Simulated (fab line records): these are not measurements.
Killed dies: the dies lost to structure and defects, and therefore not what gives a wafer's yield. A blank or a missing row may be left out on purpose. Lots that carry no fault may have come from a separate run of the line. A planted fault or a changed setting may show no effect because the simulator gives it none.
Shared-tool check || flow sky130 || 36 wafers sampled across 12 lots

== WHY THIS WAS OPENED ==
At SKY_SD_N_RS_MEAS_18 the reading RES_XHIGH_RS is flagged on 1 of 12 lots. Fault-free wafers read 333.3 ohm/sq, with a standard deviation of 1.2.
Rule: a lot is flagged in two cases, either no wafer of it has a number, or all its wafers with numbers fall more than 4 standard deviations from that mean. The rest of the lots are taken to be sound.

{"lot": "L620", "measured": "day 28 06:56", "on": "filmMetro-03", "RES_XHIGH_RS (ohm/sq), wafer by wafer": "330.9 332.4 332.4", "flag": ""}
{"lot": "L621", "measured": "day 28 10:24", "on": "filmMetro-04", "RES_XHIGH_RS (ohm/sq), wafer by wafer": "333.6 333.4 333.9", "flag": ""}
{"lot": "L622", "measured": "day 28 16:14", "on": "filmMetro-03", "RES_XHIGH_RS (ohm/sq), wafer by wafer": "331.3 332.4 331.9", "flag": ""}
{"lot": "L629", "measured": "day 31 00:39", "on": "filmMetro-01", "RES_XHIGH_RS (ohm/sq), wafer by wafer": "349.1 349.9 349.4", "flag": "FLAGGED"}
{"lot": "L635", "measured": "day 33 03:02", "on": "filmMetro-04", "RES_XHIGH_RS (ohm/sq), wafer by wafer": "334.1 333.9 333.7", "flag": ""}
{"lot": "L636", "measured": "day 33 12:04", "on": "filmMetro-01", "RES_XHIGH_RS (ohm/sq), wafer by wafer": "334.1 335.0 333.4", "flag": ""}
{"lot": "L638", "measured": "day 34 05:56", "on": "filmMetro-04", "RES_XHIGH_RS (ohm/sq), wafer by wafer": "333.3 332.7 332.6", "flag": ""}
{"lot": "L639", "measured": "day 34 09:20", "on": "filmMetro-01", "RES_XHIGH_RS (ohm/sq), wafer by wafer": "334.5 334.5 335.9", "flag": ""}
{"lot": "L640", "measured": "day 34 11:09", "on": "filmMetro-04", "RES_XHIGH_RS (ohm/sq), wafer by wafer": "334.1 332.1 333.2", "flag": ""}
{"lot": "L641", "measured": "day 34 21:44", "on": "filmMetro-03", "RES_XHIGH_RS (ohm/sq), wafer by wafer": "331.8 330.7 332.3", "flag": ""}
{"lot": "L642", "measured": "day 35 04:18", "on": "filmMetro-01", "RES_XHIGH_RS (ohm/sq), wafer by wafer": "336.4 335.8 335.6", "flag": ""}
{"lot": "L643", "measured": "day 35 13:35", "on": "filmMetro-03", "RES_XHIGH_RS (ohm/sq), wafer by wafer": "330.9 331.7 332.1", "flag": ""}
Average over the flagged lots: 349.5 ohm/sq; offset from the usual +16.2 ohm/sq, equal to +13 standard deviations.

== TOOL THAT RAN EACH LOT ==
2 process steps preceding the reading are held in the record, out of 708 steps in the route. Every cell lists first the tool, next ch and the chambers used by the sampled wafers, and last the start.
{"lot": "L620", "flag": "", "SKY_LDD_HVN_STRIP_09": "plasmaAsher-02 ch 0,1, day 20 18:59", "SKY_RES_XHIGH_IMPLANT_07": "implanter-03 ch 0, day 27 01:58"}
{"lot": "L621", "flag": "", "SKY_LDD_HVN_STRIP_09": "plasmaAsher-02 ch 0,1, day 20 19:23", "SKY_RES_XHIGH_IMPLANT_07": "implanter-01 ch 0, day 27 04:43"}
{"lot": "L622", "flag": "", "SKY_LDD_HVN_STRIP_09": "plasmaAsher-02 ch 0,1, day 21 02:01", "SKY_RES_XHIGH_IMPLANT_07": "implanter-02 ch 0, day 27 10:58"}
{"lot": "L629", "flag": "FLAGGED", "SKY_LDD_HVN_STRIP_09": "plasmaAsher-01 ch 0,1, day 23 18:02", "SKY_RES_XHIGH_IMPLANT_07": "implanter-02 ch 0, day 29 19:37"}
{"lot": "L635", "flag": "", "SKY_LDD_HVN_STRIP_09": "plasmaAsher-04 ch 0,1, day 25 23:28", "SKY_RES_XHIGH_IMPLANT_07": "implanter-01 ch 0, day 31 22:58"}
{"lot": "L636", "flag": "", "SKY_LDD_HVN_STRIP_09": "plasmaAsher-02 ch 0, day 26 08:59", "SKY_RES_XHIGH_IMPLANT_07": "implanter-03 ch 0, day 32 07:52"}
{"lot": "L638", "flag": "", "SKY_LDD_HVN_STRIP_09": "plasmaAsher-02 ch 0,1, day 27 03:53", "SKY_RES_XHIGH_IMPLANT_07": "implanter-03 ch 0, day 33 02:10"}
{"lot": "L639", "flag": "", "SKY_LDD_HVN_STRIP_09": "plasmaAsher-01 ch 0,1, day 27 08:28", "SKY_RES_XHIGH_IMPLANT_07": "implanter-03 ch 0, day 33 06:04"}
{"lot": "L640", "flag": "", "SKY_LDD_HVN_STRIP_09": "plasmaAsher-01 ch 0,1, day 27 12:44", "SKY_RES_XHIGH_IMPLANT_07": "implanter-02 ch 0, day 33 08:17"}
{"lot": "L641", "flag": "", "SKY_LDD_HVN_STRIP_09": "plasmaAsher-01 ch 0,1, day 27 21:08", "SKY_RES_XHIGH_IMPLANT_07": "implanter-03 ch 0, day 33 18:08"}
{"lot": "L642", "flag": "", "SKY_LDD_HVN_STRIP_09": "plasmaAsher-01 ch 0,1, day 28 04:35", "SKY_RES_XHIGH_IMPLANT_07": "implanter-01 ch 0, day 34 00:34"}
{"lot": "L643", "flag": "", "SKY_LDD_HVN_STRIP_09": "plasmaAsher-04 ch 0,1, day 28 12:38", "SKY_RES_XHIGH_IMPLANT_07": "implanter-02 ch 0, day 34 09:14"}
These steps, and what they do:
- SKY_LDD_HVN_STRIP_09: strips in O2/N2.
- SKY_RES_XHIGH_IMPLANT_07
- SKY_SD_N_RS_MEAS_18: measures by four-point-probe.

== FLAGGED AGAINST TOTAL, ONE TOOL AT A TIME (gauges that did the reading follow at the end) ==
{"step": "SKY_LDD_HVN_STRIP_09", "tool": "plasmaAsher-01", "lots run": 5, "flagged": 1, "share of the flagged lots": "all", "sound lots run after its first flagged lot": "4 (L639,L640,L641,L642)"}
{"step": "SKY_LDD_HVN_STRIP_09", "tool": "plasmaAsher-02", "lots run": 5, "flagged": 0, "share of the flagged lots": "none", "sound lots run after its first flagged lot": "-"}
{"step": "SKY_LDD_HVN_STRIP_09", "tool": "plasmaAsher-04", "lots run": 2, "flagged": 0, "share of the flagged lots": "none", "sound lots run after its first flagged lot": "-"}
{"step": "SKY_RES_XHIGH_IMPLANT_07", "tool": "implanter-01", "lots run": 3, "flagged": 0, "share of the flagged lots": "none", "sound lots run after its first flagged lot": "-"}
{"step": "SKY_RES_XHIGH_IMPLANT_07", "tool": "implanter-02", "lots run": 4, "flagged": 1, "share of the flagged lots": "all", "sound lots run after its first flagged lot": "2 (L640,L643)"}
{"step": "SKY_RES_XHIGH_IMPLANT_07", "tool": "implanter-03", "lots run": 5, "flagged": 0, "share of the flagged lots": "none", "sound lots run after its first flagged lot": "-"}
{"step": "SKY_SD_N_RS_MEAS_18", "tool": "filmMetro-01", "lots run": 4, "flagged": 1, "share of the flagged lots": "all", "sound lots run after its first flagged lot": "3 (L636,L639,L642)"}
{"step": "SKY_SD_N_RS_MEAS_18", "tool": "filmMetro-03", "lots run": 4, "flagged": 0, "share of the flagged lots": "none", "sound lots run after its first flagged lot": "-"}
{"step": "SKY_SD_N_RS_MEAS_18", "tool": "filmMetro-04", "lots run": 4, "flagged": 0, "share of the flagged lots": "none", "sound lots run after its first flagged lot": "-"}

== WHAT THE TABLE ALLOWS ==
3 rows of the table ran every flagged lot: plasmaAsher-01 at SKY_LDD_HVN_STRIP_09, implanter-02 at SKY_RES_XHIGH_IMPLANT_07, filmMetro-01 at SKY_SD_N_RS_MEAS_18.
- plasmaAsher-01 at SKY_LDD_HVN_STRIP_09: 1 of its 5 lots flagged. After the first flagged lot (L639, L640, L641, L642), sound lots still ran on it; a lasting fault on the whole tool would not permit that.
- implanter-02 at SKY_RES_XHIGH_IMPLANT_07: 1 of its 4 lots flagged. After the first flagged lot (L640, L643), sound lots still ran on it; a lasting fault on the whole tool would not permit that.
- filmMetro-01 at SKY_SD_N_RS_MEAS_18: 1 of its 4 lots flagged. After the first flagged lot (L636, L639, L642), sound lots still ran on it; a lasting fault on the whole tool would not permit that.
Every row of the table either missed a flagged lot or ran a sound lot after the first.

== WHAT THE SIMULATOR PUT IN ==
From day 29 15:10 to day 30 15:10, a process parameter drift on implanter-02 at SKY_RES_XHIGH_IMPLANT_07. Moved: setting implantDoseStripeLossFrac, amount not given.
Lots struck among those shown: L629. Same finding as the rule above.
